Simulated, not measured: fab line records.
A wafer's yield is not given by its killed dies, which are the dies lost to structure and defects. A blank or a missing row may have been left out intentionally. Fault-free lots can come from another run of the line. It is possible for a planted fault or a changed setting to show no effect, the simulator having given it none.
fab line records ; flow sky130
record lots=6; wafers=18; lastDay=50
route steps=708 shown POLY_GATE@222 PAD_OPEN@708
lots that met no fault: from a run of the same line without faults
startH: start of the lot's first displayed wafer, in hours after the record's first day ; waitH: hours since the lot's step before ; " the same as in the row above ; L1.1+2: a single row standing in for several wafers ; - no value present, or no start provided ; * or withheld: withheld ; < > ~ a bound
route shown NAME@n: NAME is a module with steps in the file, n the number in the route of the first one ; usual: mean/standard deviation taken from wafers without a fault ; same: alike in all rows ; chamber/n: place in a boat ; sites: each site's reading ; _std_site: their standard deviation ; _edge_site: the outer-site mean with the inner-site mean subtracted ; radiusMm: how far each site lies from the wafer's centre ; mask NAME#n: copy n ; behind: the last tool/chamber to shape the wafer ; hold: what put the lot on hold/how long, in hours/how the hold closed ; device: names the non-switching transistor (n, p or np) ; end of line: tests of these same wafers at the route's end ; a step given without rows: its recipe and nothing more ; killed: count of dies lost to structure and defects at first sort (not the wafer's yield) ; map: per-die view of a wafer (x killed, . not killed, _ where there is no die)
set.NAME: setting as actually run; set.NAME@STEP: the setting as run at that earlier step ; model.NAME: the simulator's own value behind a step, which no gauge read
lots at some steps of the route; a table a step, a row a wafer
services: when a tool's chamber went out of use (startH, in hours from the record's first day, below 0 if earlier), for how many hours, and the reason
## steps
# step SKY_POLY_GATE_COAT_08
# recipe resist=KrF-thick; spinRpm=3000; resistThkNm=450
# step SKY_POLY_GATE_SOFTBAKE_09
# recipe tempC=100; timeS=90; resist=KrF-thick
# step SKY_POLY_GATE_EXPOSE_10
# recipe maskId=P1M; na=0.68; sourceShape=conventional; sigmaOuter=0.6; targetCdNm=150; doseMj=28
# step SKY_POLY_GATE_PEB_11
# recipe pebTempC=withheld; pebTimeS=withheld; resist=KrF-thick
# step SKY_POLY_GATE_DEVELOP_12
# recipe developTimeS=60; resist=KrF-thick; devTempC=21
# step SKY_POLY_GATE_CD_MEAS_13
# recipe targetCdNm=150
# usual cdNm=150.1/1.1
lot.wafer;tool;chamber;startH;waitH;cdNm
L959.1;cdSem-01;-;389.71;-;152.2
L959.3;cdSem-01;-;389.71;-;151.1
L959.6;cdSem-01;-;389.71;-;151.1
L962.2;cdSem-01;-;412.48;-;150.3
L962.3;cdSem-01;-;412.48;-;149.4
L962.5;cdSem-01;-;412.48;-;150.3
L970.1;cdSem-01;-;492.27;-;151.7
L970.3;cdSem-01;-;492.27;-;150.9
L970.6;cdSem-01;-;492.27;-;151.5
L971.1;cdSem-02;-;499.01;-;148.4
L971.4;cdSem-02;-;499.01;-;148.1
L971.6;cdSem-02;-;499.01;-;150.5
L978.1;cdSem-02;-;558.46;-;149.7
L978.3;cdSem-02;-;558.46;-;149.9
L978.5;cdSem-02;-;558.46;-;150.6
L979.1;cdSem-02;-;578.17;-;151.7
L979.2;cdSem-02;-;578.17;-;152.1
L979.6;cdSem-02;-;578.17;-;152.4
# step SKY_POLY_GATE_OVL_MEAS_14
# usual POLY_GATE_OVL=2/5.3
lot.wafer;tool;chamber;startH;waitH;POLY_GATE_OVL[nm]
L959.1;overlay-02;-;389.83;0.1;4
L959.3;overlay-02;-;389.83;0.1;8
L959.6;overlay-02;-;389.83;0.1;9
L962.2;overlay-01;-;412.59;0.1;4
L962.3;overlay-01;-;412.59;0.1;7
L962.5;overlay-01;-;412.59;0.1;5
L970.1;overlay-01;-;492.39;0.1;0
L970.3;overlay-01;-;492.39;0.1;8
L970.6;overlay-01;-;492.39;0.1;-5
L971.1;overlay-01;-;499.13;0.1;6
L971.4;overlay-01;-;499.13;0.1;10
L971.6;overlay-01;-;499.13;0.1;8
L978.1;overlay-01;-;558.58;0.1;-5
L978.3;overlay-01;-;558.58;0.1;2
L978.5;overlay-01;-;558.58;0.1;-4
L979.1;overlay-01;-;578.29;0.1;0
L979.2;overlay-01;-;578.29;0.1;0
L979.6;overlay-01;-;578.29;0.1;-4
# step SKY_POLY_GATE_ETCH_15
# recipe chemistry=N2/H2; target=BARC; ionEnergyEv=200; sourceW=500; biasW=100; pressureMtorr=30; n2FlowSccm=100; h2FlowSccm=200; stopOn=SiO2; timeS=118.5; targetDepthA=1100
# usual drypumpMotorCurrentA=5.78/0.29; h2FlowSccm=200.0/0.61; oesProductAu=0.715/0.0048; throttleValvePct=13.213/0.008
lot.wafer;tool;chamber;startH;waitH;drypumpMotorCurrentA;h2FlowSccm;oesProductAu;rfHoursCounterH;throttleValvePct
L959.1;rieDiel-03;3;389.87;0.0;5.61;200.5;0.709;71;13.208
L959.3;rieDiel-03;2;389.87;0.0;5.43;199.7;0.710;8;13.201
L959.6;rieDiel-03;2;389.87;0.0;5.40;200.4;0.713;-;13.206
L962.2;rieDiel-02;1;412.62;0.0;5.92;199.3;0.706;96;13.214
L962.3;rieDiel-02;2;412.62;0.0;5.47;199.5;0.720;87;13.213
L962.5;rieDiel-02;2;412.62;0.0;5.46;199.2;0.722;-;13.217
L970.1;rieDiel-03;0;492.43;0.0;5.88;199.5;0.716;0;13.230
L970.3;rieDiel-03;3;492.43;0.0;5.60;199.9;0.711;73;13.210
L970.6;rieDiel-03;0;492.43;0.0;5.86;199.9;0.721;-;13.216
L971.1;rieDiel-02;2;499.17;0.0;5.49;199.9;0.718;88;13.222
L971.4;rieDiel-02;3;499.17;0.0;5.15;200.4;0.721;26;13.213
L971.6;rieDiel-02;0;499.17;0.0;5.79;200.0;0.717;-;13.224
L978.1;rieDiel-03;0;558.62;0.0;5.89;198.9;0.712;1;13.211
L978.3;rieDiel-03;2;558.62;0.0;5.41;199.1;0.718;11;13.206
L978.5;rieDiel-03;1;558.62;0.0;5.99;200.8;0.713;-;13.212
L979.1;rieDiel-01;0;578.33;0.0;6.24;200.2;0.722;7;13.221
L979.2;rieDiel-01;3;578.33;0.0;5.98;200.3;0.718;15;13.225
L979.6;rieDiel-01;3;578.33;0.0;5.97;200.6;0.709;-;13.202
# step SKY_POLY_GATE_ETCH_16
# recipe stopOn=poly-Si; chemistry=CH3F/O2; target=Si3N4; sourceW=400; biasW=80; pressureMtorr=25; ch3fFlowSccm=40; O2_flow_sccm=30; timeS=151.2; targetDepthA=750
# usual drypumpMotorCurrentA=5.77/0.29; oesProductAu=0.639/0.0051; throttleValvePct=10.536/0.01
lot.wafer;tool;chamber;startH;waitH;drypumpMotorCurrentA;oesProductAu;rfHoursCounterH;throttleValvePct
L959.1;rieDiel-03;3;389.95;0.0;5.60;0.639;71;10.533
L959.3;rieDiel-03;2;389.95;0.0;5.39;0.646;8;10.533
L959.6;rieDiel-03;2;389.95;0.0;5.41;0.638;-;10.537
L962.2;rieDiel-02;1;412.70;0.0;5.90;0.642;96;10.534
L962.3;rieDiel-02;2;412.70;0.0;5.48;0.636;87;10.517
L962.5;rieDiel-02;2;412.70;0.0;5.49;0.636;-;10.556
L970.1;rieDiel-03;0;492.51;0.0;5.83;0.636;0;10.523
L970.3;rieDiel-03;3;492.51;0.0;5.58;0.643;73;10.532
L970.6;rieDiel-03;0;492.51;0.0;5.85;0.641;-;10.541
L971.1;rieDiel-02;2;499.25;0.0;5.50;0.641;88;10.535
L971.4;rieDiel-02;3;499.25;0.0;5.15;0.643;26;10.538
L971.6;rieDiel-02;0;499.25;0.0;5.81;0.635;-;10.543
L978.1;rieDiel-03;0;558.70;0.0;5.86;0.638;1;10.550
L978.3;rieDiel-03;2;558.70;0.0;5.40;0.633;11;10.535
L978.5;rieDiel-03;1;558.70;0.0;5.99;0.634;-;10.537
L979.1;rieDiel-01;0;578.45;0.1;6.21;0.641;7;10.533
L979.2;rieDiel-01;3;578.45;0.1;5.98;0.643;15;10.539
L979.6;rieDiel-01;3;578.45;0.1;5.97;0.637;-;10.535
# step SKY_POLY_GATE_ETCH_17
# recipe targetDepthNm=180; stopOn=SiO2; overEtchFrac=0.56667; chemistry=HBr/Cl2; target=poly-Si; icpW=400; biasW=100; pressureMtorr=10; HBr_flow_sccm=150; Cl2_flow_sccm=50; timeS=70.5
# usual HBr_flow_sccm=150.0/0.46; drypumpMotorCurrentA=5.7/0.4; oesProductAu=0.991/0.008; throttleValvePct=33.685/0.0094
lot.wafer;tool;chamber;startH;waitH;HBr_flow_sccm;drypumpMotorCurrentA;oesProductAu;rfHoursCounterH;throttleValvePct
L959.1;rieSi-02;2;390.05;0.0;150.0;5.7;0.996;0.9;33.702
L959.3;rieSi-02;1;390.05;0.0;150.1;5.6;0.997;3.5;33.684
L959.6;rieSi-02;0;390.05;0.0;150.1;5.2;0.994;-;33.672
L962.2;rieSi-02;1;412.80;0.0;150.7;5.5;0.987;3.9;33.692
L962.3;rieSi-02;0;412.80;0.0;150.7;5.2;0.991;4.0;33.696
L962.5;rieSi-02;1;412.80;0.0;149.9;5.6;0.995;-;33.680
L970.1;rieSi-02;0;492.61;0.0;149.9;5.2;0.995;4.6;33.680
L970.3;rieSi-02;3;492.61;0.0;150.0;5.6;0.995;3.4;33.683
L970.6;rieSi-02;1;492.61;0.0;149.6;5.5;0.990;-;33.679
L971.1;rieSi-01;0;499.35;0.0;149.9;5.6;0.992;0.3;33.685
L971.4;rieSi-01;2;499.35;0.0;150.2;6.1;1.005;2.8;33.686
L971.6;rieSi-01;1;499.35;0.0;150.1;6.6;0.984;-;33.677
L978.1;rieSi-02;3;558.80;0.0;150.2;5.6;1.000;3.5;33.685
L978.3;rieSi-02;2;558.80;0.0;150.0;5.6;1.003;2.0;33.685
L978.5;rieSi-02;3;558.80;0.0;150.2;5.6;0.993;-;33.690
L979.1;rieSi-01;1;578.60;0.1;149.5;6.6;0.980;2.6;33.692
L979.2;rieSi-01;2;578.60;0.1;150.3;6.1;0.978;3.1;33.682
L979.6;rieSi-01;2;578.60;0.1;149.7;6.1;0.989;-;33.691
# step SKY_POLY_GATE_STRIP_18
# recipe chemistry=O2/N2; powerW=1400; pressureMtorr=1500; platenTempC=withheld; o2FlowSccm=3000; n2FlowSccm=300; overashFraction=0.5
# usual drypumpMotorCurrentA=5.5/0.41; oesProductAu=0.358/0.0044; stripTimeToEndpointS=3.11/0.043
lot.wafer;tool;chamber;startH;waitH;drypumpMotorCurrentA;oesProductAu;rfHoursCounterH;stripTimeToEndpointS
L959.1;plasmaAsher-03;1;390.11;0.0;5.0;0.358;25;3.15
L959.3;plasmaAsher-03;1;390.11;0.0;5.0;0.351;-;3.03
L959.6;plasmaAsher-03;1;390.11;0.0;5.0;0.353;-;3.03
L962.2;plasmaAsher-04;0;412.86;0.0;5.6;0.361;72;3.17
L962.3;plasmaAsher-04;0;412.86;0.0;5.6;0.354;-;3.12
L962.5;plasmaAsher-04;1;412.86;0.0;5.7;0.355;-;3.14
L970.1;plasmaAsher-03;1;492.66;0.0;5.0;0.359;36;3.03
L970.3;plasmaAsher-03;0;492.66;0.0;4.8;0.361;-;3.14
L970.6;plasmaAsher-03;0;492.66;0.0;4.8;0.361;-;3.06
L971.1;plasmaAsher-01;1;499.40;0.0;5.7;0.359;67;3.13
L971.4;plasmaAsher-01;0;499.40;0.0;6.0;0.360;-;3.13
L971.6;plasmaAsher-01;1;499.40;0.0;5.7;0.349;-;3.12
L978.1;plasmaAsher-03;0;558.85;0.0;4.8;0.354;42;3.06
L978.3;plasmaAsher-03;1;558.85;0.0;5.0;0.357;-;3.06
L978.5;plasmaAsher-03;0;558.85;0.0;4.8;0.352;-;3.09
L979.1;plasmaAsher-04;0;578.65;0.0;5.6;0.363;89;3.16
L979.2;plasmaAsher-04;1;578.65;0.0;5.7;0.359;89;3.09
L979.6;plasmaAsher-04;0;578.65;0.0;5.6;0.358;-;3.07
# step SKY_POLY_GATE_CLEAN_19
# recipe chemistry=SC1/SC2; mix=1:4:20; tempC=70; timeS=150; dry=n2Spin
# step SKY_POLY_GATE_OXIDATION_20
# recipe tempC=850; ambient=O2; stabiliseS=600; purgeS=300; targetThkA=40; oxTimeS=899
# usual spikeTcBottomC=871.3/0.98; spikeTcCentreC=851.0/1.4; spikeTcLowerC=850.0/1.6; spikeTcTopC=862.4/1.4; spikeTcUpperC=849.1/1.2; tubeCenterTempC=850/0.08; tube_center_temp_C_max=852.2/0.32; zonePowerBottomPct=25.0/0.65; zonePowerLowerPct=15.3/1.9; zonePowerTopPct=29.1/0.34
# same oxTimeS=899
lot.wafer;tool;chamber;startH;waitH;spikeTcBottomC;spikeTcCentreC;spikeTcLowerC;spikeTcTopC;spikeTcUpperC;tubeCenterTempC;tube_center_temp_C_max;zonePowerBottomPct;zonePowerLowerPct;zonePowerTopPct;model.SiO2_of_POLY_GATE_OXIDATION_20.thkNm
L959.1;furnace-01;0;391.15;0.9;871.9;848.1;852.7;864.0;848.2;850.02;852.2;25.7;17.3;29.2;4.105
L959.3;furnace-01;0;391.15;0.9;871.3;850.9;849.9;863.3;848.0;850.07;852.3;25.3;17.1;29.0;4.107
L959.6;furnace-01;0;391.15;0.9;871.2;849.7;851.1;862.7;847.8;849.88;852.1;25.7;17.4;29.6;4.117
L962.2;furnace-02;0;413.06;0.0;872.0;853.9;847.1;862.4;848.9;849.95;852.6;24.6;13.5;29.4;4.03
L962.3;furnace-02;0;413.06;0.0;871.5;850.8;849.5;862.4;849.1;849.91;852.0;24.6;13.3;28.9;3.89
L962.5;furnace-02;0;413.06;0.0;870.9;853.1;847.6;861.2;848.6;850.06;852.5;24.3;13.3;28.8;4.029
L970.1;furnace-02;0;492.82;0.0;846.5;827.1;823.3;837.6;825.0;825.52;828.5;23.2;12.8;27.6;2.995
L970.3;furnace-02;0;492.82;0.0;847.8;827.1;823.4;838.5;826.7;825.64;827.9;22.9;12.9;27.8;2.965
L970.6;furnace-02;0;492.82;0.0;849.4;827.3;823.0;838.9;826.5;825.63;827.3;23.1;12.7;27.9;3.01
L971.1;furnace-02;0;499.56;0.0;848.0;826.4;825.1;837.3;826.4;825.53;827.8;23.0;12.8;27.3;3.025
L971.4;furnace-02;0;499.56;0.0;847.4;827.8;823.6;837.0;825.2;825.47;827.8;22.6;12.6;28.0;3.064
L971.6;furnace-02;0;499.56;0.0;845.9;826.3;825.4;837.0;824.7;825.49;827.7;22.9;12.4;27.2;3.082
L978.1;furnace-02;0;559.01;0.0;870.3;851.4;847.6;862.2;852.0;849.98;852.1;24.4;13.7;29.4;3.952
L978.3;furnace-02;0;559.01;0.0;871.8;850.0;849.8;861.2;850.0;849.82;852.2;24.9;13.5;29.1;3.938
L978.5;furnace-02;0;559.01;0.0;872.0;851.6;850.4;859.3;850.8;849.99;852.1;24.7;13.4;28.7;3.958
L979.1;furnace-01;0;578.80;0.0;872.7;850.3;852.6;863.6;847.0;850.04;852.2;25.3;17.3;29.2;3.974
L979.2;furnace-01;0;578.80;0.0;873.4;848.4;853.2;862.0;848.3;849.86;852.1;25.8;17.4;29.8;3.986
L979.6;furnace-01;0;578.80;0.0;870.5;849.7;850.6;864.3;850.1;850.02;852.4;25.6;17.3;29.3;3.979
# step SKY_POLY_GATE_THK_MEAS_21
# recipe reads=SiO2_of_POLY_GATE_OXIDATION_20
# usual POLY_GATE_OXIDATION_THK=4.02/0.083
lot.wafer;tool;chamber;startH;waitH;POLY_GATE_OXIDATION_THK[nm]
L959.1;filmMetro-01;-;392.40;0.0;4.13
L959.3;filmMetro-01;-;392.40;0.0;4.09
L959.6;filmMetro-01;-;392.40;0.0;4.14
L962.2;filmMetro-01;-;414.32;0.0;4.11
L962.3;filmMetro-01;-;414.32;0.0;3.88
L962.5;filmMetro-01;-;414.32;0.0;4.01
L970.1;filmMetro-01;-;494.07;0.0;2.97
L970.3;filmMetro-01;-;494.07;0.0;2.87
L970.6;filmMetro-01;-;494.07;0.0;3.00
L971.1;filmMetro-01;-;500.81;0.0;3.09
L971.4;filmMetro-01;-;500.81;0.0;3.08
L971.6;filmMetro-01;-;500.81;0.0;3.07
L978.1;filmMetro-01;-;560.26;0.0;3.97
L978.3;filmMetro-01;-;560.26;0.0;3.92
L978.5;filmMetro-01;-;560.26;0.0;3.95
L979.1;filmMetro-01;-;580.05;0.0;3.98
L979.2;filmMetro-01;-;580.05;0.0;4.00
L979.6;filmMetro-01;-;580.05;0.0;4.01
# step SKY_POLY_GATE_CD_MEAS_22
# usual cdNm=150.6/2.5
lot.wafer;tool;chamber;startH;waitH;cdNm
L959.1;cdSem-02;-;392.46;0.1;156.6
L959.3;cdSem-02;-;392.46;0.1;150.9
L959.6;cdSem-02;-;392.46;0.1;150.8
L962.2;cdSem-02;-;414.40;0.1;154.7
L962.3;cdSem-02;-;414.40;0.1;151.7
L962.5;cdSem-02;-;414.40;0.1;151.7
L970.1;cdSem-02;-;494.13;0.1;151.4
L970.3;cdSem-02;-;494.13;0.1;155.8
L970.6;cdSem-02;-;494.13;0.1;152.1
L971.1;cdSem-01;-;500.87;0.1;148.6
L971.4;cdSem-01;-;500.87;0.1;146.8
L971.6;cdSem-01;-;500.87;0.1;146.0
L978.1;cdSem-01;-;560.32;0.1;149.6
L978.3;cdSem-01;-;560.32;0.1;152.8
L978.5;cdSem-01;-;560.32;0.1;149.7
L979.1;cdSem-01;-;580.11;0.1;149.3
L979.2;cdSem-01;-;580.11;0.1;155.1
L979.6;cdSem-01;-;580.11;0.1;154.7
# step SKY_PAD_OPEN_PROBE_99
# usual killed_at_M0_to_M3=43/7.1; killed_at_M4_up=3.0/1.9; killedAtContacts=24/5; killedAtFrontEnd=15/4.3; killedAtOther=0.3/0.5; killedDies=85/9.6; killedOpen=46/7.1; killedShort=39/6.8
# same grossDies=492; killedAtBackSide=0
lot.wafer;tool;chamber;startH;waitH;killed_at_M0_to_M3;killed_at_M4_up;killedAtContacts;killedAtFrontEnd;killedAtOther;killedDies;killedOpen;killedShort;model.etest.tipSonos.rsOhmSq;model.etest.tipP.rsOhmSq;model.etest.resPdiff.lineOhmUm;model.etest.tipN.rsOhmSq;model.etest.resPdiff.rsOhmSq;model.etest.resNdiff.rsOhmSq
L959.1;prober-02;-;1094.67;0.1;41;4;22;16;0;83;48;35;2703;6812;1365;444.7;199.4;121.2
L959.3;prober-02;-;1094.77;0.2;40;4;21;14;1;80;41;39;2775;6812;1383;446;201.4;121
L959.6;prober-02;-;1094.92;0.2;39;2;20;13;0;74;41;33;2753;6783;1392;443.6;200.7;120.7
L962.2;prober-02;-;1104.16;0.1;43;2;27;12;0;84;47;37;2717;6817;1371;440;198;120.2
L962.3;prober-02;-;1104.21;0.2;36;1;27;11;0;75;40;35;2717;6785;1381;442.8;196.1;119.5
L962.5;prober-02;-;1104.31;0.2;42;2;20;13;0;77;41;36;2753;6816;1379;443.3;197.7;120.1
L970.1;prober-01;-;1152.93;0.1;44;3;28;22;1;98;50;48;2595;6693;1321;424.9;184.6;117.3
L970.3;prober-01;-;1153.03;0.2;38;2;16;11;0;67;38;29;2540;6727;1310;425.7;187.1;116.3
L970.6;prober-01;-;1153.18;0.2;43;3;25;16;0;87;46;41;2588;6667;1329;430.7;186.6;117
L971.1;prober-02;-;1154.68;0.1;54;2;19;12;0;87;54;33;2481;6708;1372;422.8;192.2;118.8
L971.4;prober-02;-;1154.83;0.2;36;3;25;16;0;80;48;32;2530;6661;1320;420.6;192.5;117.7
L971.6;prober-02;-;1154.93;0.2;50;2;27;9;0;88;44;44;2499;6641;1336;424.6;192.4;119
L978.1;prober-01;-;1189.49;0.1;40;1;23;10;2;76;34;42;2761;6898;1358;448.8;196.7;121.2
L978.3;prober-01;-;1189.59;0.2;56;0;27;15;0;98;59;39;2766;6948;1364;444.4;193.4;120.6
L978.5;prober-01;-;1189.69;0.2;49;3;21;12;1;86;46;40;2796;6919;1360;448.6;195.2;121
L979.1;prober-02;-;1198.73;0.1;34;7;12;10;0;63;33;30;2753;6995;1367;452.1;198;119
L979.2;prober-02;-;1198.78;0.1;44;2;22;21;1;90;53;37;2695;6982;1378;451.1;199.1;119
L979.6;prober-02;-;1198.98;0.2;44;1;21;9;0;75;37;38;2701;7024;1378;450;197.4;119.5
# killed by level:class
L959.1 LI_CONTACT:geometricParticle:open=9 VIA1:geometricParticle:open=8 CONTACT:geometricParticle:open=8 VIA2:geometricParticle:open=7 VIA1:geometricParticle:short=5 FIELD_ISO:geometricParticle:short=4 POLY_GATE:geometricParticle:open=4 LOCAL_INTERCONNECT:geometricParticle:short=4
L959.3 VIA1:geometricParticle:open=16 CONTACT:geometricParticle:open=7 LOCAL_INTERCONNECT:geometricParticle:short=5 FIELD_ISO:geometricParticle:short=4 LI_CONTACT:geometricParticle:short=4 METAL4:geometricParticle:short=4 VIA3:geometricParticle:open=4 METAL2:geometricParticle:short=4
L959.6 LI_CONTACT:geometricParticle:open=10 METAL1:geometricParticle:short=8 VIA3:geometricParticle:open=7 FIELD_ISO:geometricParticle:open=5 CONTACT:geometricParticle:open=5 FIELD_ISO:geometricParticle:short=4 VIA1:geometricParticle:short=4 METAL2:geometricParticle:short=4
L962.2 CONTACT:geometricParticle:open=13 VIA1:geometricParticle:open=10 VIA2:geometricParticle:open=6 METAL1:geometricParticle:short=6 VIA1:geometricParticle:short=6 CONTACT:geometricParticle:short=5 LI_CONTACT:geometricParticle:short=4 METAL1:geometricParticle:open=4
L962.3 CONTACT:geometricParticle:open=10 VIA2:geometricParticle:open=8 LI_CONTACT:geometricParticle:open=6 VIA1:geometricParticle:open=6 LI_CONTACT:geometricParticle:short=5 POLY_GATE:geometricParticle:short=4 VIA3:geometricParticle:open=4 METAL1:geometricParticle:short=4
L962.5 VIA1:geometricParticle:open=9 VIA2:geometricParticle:open=8 CONTACT:geometricParticle:open=6 LI_CONTACT:geometricParticle:open=5 METAL1:geometricParticle:short=5 POLY_GATE:geometricParticle:short=4 CONTACT:geometricParticle:short=4 LI_CONTACT:geometricParticle:short=4
L970.1 CONTACT:geometricParticle:open=12 FIELD_ISO:geometricParticle:short=8 VIA2:geometricParticle:open=7 VIA1:geometricParticle:open=7 LI_CONTACT:geometricParticle:open=7 VIA1:geometricParticle:short=7 VIA3:geometricParticle:short=7 CONTACT:geometricParticle:short=5
L970.3 VIA1:geometricParticle:open=8 LI_CONTACT:geometricParticle:open=5 CONTACT:geometricParticle:open=5 VIA1:geometricParticle:short=5 METAL2:geometricParticle:short=5 VIA2:geometricParticle:open=5 VIA3:geometricParticle:open=5 FIELD_ISO:geometricParticle:open=4
L970.6 VIA3:geometricParticle:open=10 VIA1:geometricParticle:open=9 CONTACT:geometricParticle:open=7 LI_CONTACT:geometricParticle:open=7 CONTACT:geometricParticle:short=7 VIA1:geometricParticle:short=7 FIELD_ISO:geometricParticle:short=5 METAL1:geometricParticle:short=5
L971.1 VIA1:geometricParticle:open=17 CONTACT:geometricParticle:open=9 VIA3:geometricParticle:open=7 VIA2:geometricParticle:open=7 VIA1:geometricParticle:short=6 POLY_GATE:geometricParticle:open=5 POLY_GATE:geometricParticle:short=4 VIA2:geometricParticle:short=4
L971.4 VIA1:geometricParticle:open=12 CONTACT:geometricParticle:open=10 POLY_GATE:geometricParticle:open=5 LI_CONTACT:geometricParticle:open=5 LOCAL_INTERCONNECT:geometricParticle:short=5 VIA2:geometricParticle:open=5 METAL3:geometricParticle:short=5 METAL2:geometricParticle:short=4
L971.6 VIA1:geometricParticle:open=10 METAL1:geometricParticle:short=8 LI_CONTACT:geometricParticle:open=7 CONTACT:geometricParticle:short=7 METAL2:geometricParticle:short=7 CONTACT:geometricParticle:open=6 LOCAL_INTERCONNECT:geometricParticle:short=5 METAL2:geometricParticle:open=5
L978.1 CONTACT:geometricParticle:open=8 VIA2:geometricParticle:open=7 CONTACT:geometricParticle:short=6 VIA1:geometricParticle:open=6 LI_CONTACT:geometricParticle:short=5 METAL1:geometricParticle:short=5 VIA3:geometricParticle:open=5 METAL2:geometricParticle:short=5
L978.3 VIA1:geometricParticle:open=16 CONTACT:geometricParticle:open=13 VIA1:geometricParticle:short=9 METAL2:geometricParticle:short=7 VIA3:geometricParticle:open=7 LI_CONTACT:geometricParticle:open=6 VIA2:geometricParticle:open=6 POLY_GATE:geometricParticle:open=4
L978.5 VIA1:geometricParticle:open=10 VIA2:geometricParticle:open=9 METAL2:geometricParticle:short=7 VIA1:geometricParticle:short=6 CONTACT:geometricParticle:open=6 LI_CONTACT:geometricParticle:open=5 CONTACT:geometricParticle:short=5 VIA2:geometricParticle:short=5
L979.1 VIA3:geometricParticle:open=10 FIELD_ISO:geometricParticle:short=7 LI_CONTACT:geometricParticle:open=5 VIA1:geometricParticle:short=5 VIA2:geometricParticle:open=5 METAL4:geometricParticle:short=4 VIA1:geometricParticle:open=4 METAL2:geometricParticle:short=4
L979.2 VIA1:geometricParticle:open=15 CONTACT:geometricParticle:open=10 FIELD_ISO:geometricParticle:open=7 POLY_GATE:geometricParticle:short=6 VIA3:geometricParticle:open=5 CONTACT:geometricParticle:short=4 LI_CONTACT:geometricParticle:short=4 METAL2:geometricParticle:short=4
L979.6 VIA1:geometricParticle:open=12 CONTACT:geometricParticle:open=9 VIA1:geometricParticle:short=7 LOCAL_INTERCONNECT:geometricParticle:short=5 VIA2:geometricParticle:short=5 FIELD_ISO:geometricParticle:short=4 METAL1:geometricParticle:short=4 VIA3:geometricParticle:short=4
## services
tool;chamber;startH;hours;kind
plasmaAsher-03;-;367.90;11.1;repair
rieDiel-01;3;374.34;7.1;repair
rieSi-01;0;385.25;1.4;repair
plasmaAsher-03;-;408.41;2.9;repair
rieSi-02;0;409.84;2.5;repair
furnace-02;-;414.31;24.8;pm
rieSi-01;1;424.74;9.4;repair
furnace-02;-;439.09;3.0;pm
rieSi-02;2;443.44;4.9;repair
furnace-02;-;451.07;3.6;pm
furnace-01;-;459.09;1.1;repair
rieSi-02;1;466.11;3.5;repair
rieDiel-03;0;467.12;6.4;repair
rieSi-02;0;474.44;3.8;repair
rieDiel-02;-;490.96;5.4;repair
rieDiel-02;2;514.20;4.4;repair
rieDiel-02;-;517.69;0.1;repair
rieDiel-03;-;536.04;0.6;repair
rieDiel-03;3;547.73;13.9;repair
rieDiel-02;0;556.79;5.8;repair
rieDiel-02;1;557.59;16.3;repair
rieSi-02;-;562.66;2.8;pm
plasmaAsher-03;-;573.74;7.6;repair
furnace-02;-;576.77;19.3;repair
## key
firstSign step=SKY_POLY_GATE_OXIDATION_20; reading=tubeCenterTempC; direction=down; sigmas=99+; usual=*; struck=*
effect step=SKY_POLY_GATE_OXIDATION_20; reading=tube_center_temp_C_max; direction=down; sigmas=76; usual=*; struck=*
effect step=SKY_POLY_GATE_THK_MEAS_21; reading=POLY_GATE_OXIDATION_THK; direction=down; sigmas=12; usual=4.02; struck=3.01
modelEffect step=SKY_POLY_GATE_OXIDATION_20; value=SiO2_of_POLY_GATE_OXIDATION_20.thkNm; without=4.122; struck=3.023
modelEffect step=SKY_PAD_OPEN_PROBE_99; value=etest.tipSonos.rsOhmSq; without=2708; struck=2539
metAt SKY_POLY_GATE_OXIDATION_20
struckWafers L970.1,L970.3,L970.6,L971.1,L971.4,L971.6
testerLeftOut L970,L971
onsetBetween 413.06 492.82
fault kind=processParameterDrift; tool=furnace-02; chamber=-; onsetH=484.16; steps=SKY_POLY_GATE_OXIDATION_20; channel=tempC; offset=*; shape=step; endH=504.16; actsIn=*; stated=*
# testerLeftOut: of these lots the tester's yield and bins aren't shown, on N5 and GAA mostly nor the transistor test; their killed dies are dies lost to structure and defects alone, not to doping, threshold or leakage, so they don't give the yield
